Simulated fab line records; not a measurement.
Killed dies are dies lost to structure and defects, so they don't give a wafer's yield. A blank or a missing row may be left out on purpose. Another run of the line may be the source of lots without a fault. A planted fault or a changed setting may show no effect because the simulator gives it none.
Matching of chambers -- flow sky130 -- SKY_SONOS_ONO_ETCH_15 on rie diel-02 has 4 sister chambers
The step etches the open film in CHF3/O2, target depth 19.52 nm, time 7.8 s. 4 wafers are shown with their chamber, then 8 later ones without.

== WAFERS WITH THEIR CHAMBER ==
wafer,chamber,drypump motor current A (A)
L076.1,1,6.0
L077.3,3,6.3
L077.4,2,5.1
L080.1,0,5.6

== WAFERS WITHOUT THEIR CHAMBER ==
wafer,drypump motor current A (A)
L080.2,6.0
L080.5,5.6
L092.1,5.9
L092.2,5.5
L092.6,5.9
L096.2,5.9
L096.5,5.1
L096.6,5.9

== CHAMBER TAKEN BY EACH ==
wafer,from the rows above,in truth
L080.2,1,1
L080.5,0,0
L092.1,1,1
L092.2,0,0
L092.6,1,1
L096.2,1,1
L096.5,2,2
L096.6,1,1
8 of 8 placed correctly. Left unplaced by these rows: 0. Wrongly placed: 0.
How it was worked out, from the rows above alone: a wafer's distance from a chamber is the root of the sum, over the readings, of the square of ((its reading less the chamber's mean) divided by the reading's scatter). If the next closest chamber is less than 2 further off than the closest, the wafer can't be placed; otherwise it belongs to the closest. For every chamber, the mean is computed from those of its wafers that are shown. The scatter: root of mean squared gap, hidden wafer to nearest shown wafer, with one shown wafer a chamber.
